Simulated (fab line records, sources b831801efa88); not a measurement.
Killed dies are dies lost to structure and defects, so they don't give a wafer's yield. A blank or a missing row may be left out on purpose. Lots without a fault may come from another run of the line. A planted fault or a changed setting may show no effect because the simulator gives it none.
A struck lot beside a sound one | flow sky130 | 21 steps out of a route of 708
Sound: wafers L513.3, L513.5, L513.6. Struck: wafers L505.3, L505.4, L505.5. The cause comes at the end.
At each step with rows: each side's tool, then ch and its chambers, then its first start. Under that, the readings that differ: sound wafers | struck wafers | difference of the means | sigmas: that difference in standard deviations of wafers without a fault.
alike: readings whose means differ by less than 2 such deviations, and words and numbers that are the same on both sides. not compared: withheld readings, readings that some wafer has no value for, bounds like >300 that may hide the same value, and numbers for which the record gives no deviation and whose values overlap.
The two part at a step that has a row with sigmas, a row that says differs or no value, or rows on one side only. Numbers that don't overlap but have no deviation are shown without sigmas and don't part them. A reading that every wafer of one side lacks parts them only if that side has two wafers or more.

first, 1 step without rows for these wafers: SKY_RES_XHIGH_IMPLANT_07.
SKY_RES_XHIGH_STRIP_08: strips in O2/N2.
  sound on plasma_asher-02 ch 0,1, day 33 09:54; struck on plasma_asher-02 ch 0,1, day 30 01:08
  alike: drypump_motor_current_A, n2_flow_sccm, oes_product_au, strip_time_to_endpoint_s
  not compared: rf_hours_counter_h
SKY_RES_XHIGH_TW_MEAS_09:
  sound on film_metro-03, day 33 09:59; struck on film_metro-03, day 30 01:14
  alike: RES_XHIGH_TW
then, 7 steps without rows for these wafers: SKY_SD_N_DEHYDRATE_00 (time 60 s); SKY_SD_N_HMDS_01 (prime time 60 s); SKY_SD_N_COAT_02 (resist thk 1140 nm); SKY_SD_N_SOFTBAKE_03 (time 60 s); SKY_SD_N_EXPOSE_04 (exposes mask NSDM, target cd 380 nm); SKY_SD_N_PEB_05; SKY_SD_N_DEVELOP_06 (develop time 60 s).
SKY_SD_N_CD_MEAS_07: target cd 380 nm.
  sound on cd_sem-01, day 34 11:38; struck on cd_sem-02, day 31 05:46
  alike: cd_nm
SKY_SD_N_OVL_MEAS_08:
  sound on overlay-01, day 34 11:44; struck on overlay-02, day 31 05:51
  alike: SD_N_OVL
SKY_SD_N_IMPLANT_09:
  sound on implanter-02 ch 0, day 34 11:48; struck on implanter-03 ch 0, day 31 05:55
  reading                   | sound                | struck               | difference | sigmas
  beam_energy_keV           | 49.997 50.031 50.019 | 52.224 52.239 52.226 | +2.214     | +99 or more
  model.implant.rp_nm (nm)  | 32.56 32.56 32.56    | 33.09 33.09 33.09    | +0.53      |
  model.implant.drp_nm (nm) | 14.11 14.11 14.11    | 14.58 14.58 14.58    | +0.47      |
  alike: beam_on_s
then, 1 step without rows for these wafers: SKY_SD_N_IMPLANT_10.
SKY_SD_N_STRIP_11: strips in O2/N2.
  sound on plasma_asher-04 ch 0,1, day 34 12:05; struck on plasma_asher-03 ch 0,1, day 31 06:13
  reading                      | sound             | struck            | difference | sigmas
  strip_time_to_endpoint_s (s) | 22.58 22.50 22.59 | 22.92 22.85 22.91 | +0.34      | +9
  alike: drypump_motor_current_A, n2_flow_sccm, oes_product_au
  not compared: rf_hours_counter_h
SKY_SD_N_TW_MEAS_12:
  sound on film_metro-02, day 34 12:10; struck on film_metro-03, day 31 06:17
  reading | sound          | struck         | difference | sigmas
  SD_N_TW | 3973 3960 3968 | 3996 4013 4016 | +41        | +2
then, 1 step without rows for these wafers: SKY_SD_N_CLEAN_13 (cleans in SC1/SC2, time 150 s).
SKY_SD_N_RTA_14: time 2 s.
  sound on rtp_anneal-02 ch 0, day 34 12:17; struck on rtp_anneal-02 ch 0, day 31 06:24
  reading            | sound             | struck            | difference | sigmas
  lamp_power_pct (%) | 15.69 15.86 15.80 | 15.65 15.62 15.71 | -0.12      | -2
  alike: anneal_temp_c_max, wafer_temp_C_max
SKY_SD_N_RS_MEAS_16: measures by four-point-probe.
  sound on film_metro-03, day 34 12:28; struck on film_metro-02, day 31 06:36
  reading          | sound             | struck            | difference | sigmas
  SD_N_RS (ohm/sq) | 68.51 68.34 68.48 | 67.01 67.05 67.07 | -1.40      | -9
SKY_SD_N_RS_MEAS_17: measures by four-point-probe.
  sound on film_metro-03, day 34 12:35; struck on film_metro-02, day 31 06:43
  alike: SD_P_RS
then, 1 step without rows for these wafers: SKY_PAD_OPEN_PROBE_99.

WHERE THEY PART
First at SKY_SD_N_IMPLANT_09; last, within this record, at SKY_SD_N_RS_MEAS_16. Later steps at which nothing parts them and some readings are alike: SKY_SD_N_RS_MEAS_17.

WHY: what the simulator had put in
Process parameter drift: implanter-03, from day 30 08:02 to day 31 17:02, at SKY_SD_N_IMPLANT_09. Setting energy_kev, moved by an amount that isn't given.
